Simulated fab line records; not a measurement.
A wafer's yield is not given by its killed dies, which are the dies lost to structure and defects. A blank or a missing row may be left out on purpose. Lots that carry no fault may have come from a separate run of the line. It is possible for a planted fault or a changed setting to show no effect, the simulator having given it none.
Problem report in the 8D (eight disciplines) form, filled by code -- flow gf180mcu -- the parts of the form that need people (team, actions taken, sign-off) are left out

1. PROBLEM STATEMENT
Wafers without a fault read 0.717 a.u., standard deviation 0.005; oesProductAu at GF_DUAL_GATE_STRIP_13 reads a mean of 0.758 a.u. on 6 wafers belonging to 2 lots. Relative to the usual mean, that is a shift of +8.2 standard deviations.
The step: strips in O2/N2.
First observed at day 12 18:09: wafer L346.1, on plasmaAsher-02. At this step, 39 wafers from 13 lots have a number in the record. Rule for "out", or "out of limits": more than 4 standard deviations from the usual mean. The other wafers with a number count as sound.

2. WHAT IT IS, AND WHAT IT ISN'T
question,is,is not
which readings at this step,oesProductAu,"drypumpMotorCurrentA, heaterPowerW"
which lots,"L346, L347","L334, L335, L336, L337, L339, L342, L343, L344, L348, L351, L354"
which wafers of those lots,all that have a number,-
read on which tools,plasmaAsher-02,"plasmaAsher-01, plasmaAsher-03"
when,from day 12 18:09,"up to then (24 sound wafers); but 9 sound wafers of L348, L351, L354 came after"

3. SUSPECTS, AND WHAT RULES EACH OUT
Counting: a tool stays on the suspect list if, at a process step up to the reading, it processed all lots that are out and no sound lot following the first of them.
- plasmaAsher-02 at GF_DUAL_GATE_STRIP_13 (strips in O2/N2): kept. All lots that are out passed through it, beginning with L346 at day 12 18:09, and no sound lot followed; its final sound lot before that point was L343 at day 12 01:18. Its own oesProductAu readings are out on those wafers.
Left after counting: plasmaAsher-02 at GF_DUAL_GATE_STRIP_13.

4. THE CAUSE (what the simulator had put in)
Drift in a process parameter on plasmaAsher-02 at GF_DUAL_GATE_STRIP_13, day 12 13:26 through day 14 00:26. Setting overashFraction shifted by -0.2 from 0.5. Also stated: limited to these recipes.
This tool alone remained once counting was done.

5. SEQUENCE OF EFFECTS, ordered by route
Each row: a reading where the mean over the struck wafers with a number is more than 3 standard deviations away from the usual. Only readings for which the record gives a usual standard deviation are gone through. hours: the time from each lot's start at the first step in this table that gives one to its start at this step, as a median over the lots. sigmas: the change in usual standard deviations.
hours,step,reading,usual,on struck wafers,change,sigmas
0,GF_DUAL_GATE_STRIP_13,oesProductAu,0.717 a.u.,0.758,+0.041,+8.2
The process steps in it:
- GF_DUAL_GATE_STRIP_13: strips in O2/N2.

6. HOW IT WOULD HAVE BEEN CAUGHT EARLIER
In this record the first reading out of limits was taken at day 12 18:09, 5 hours after the fault began at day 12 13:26.
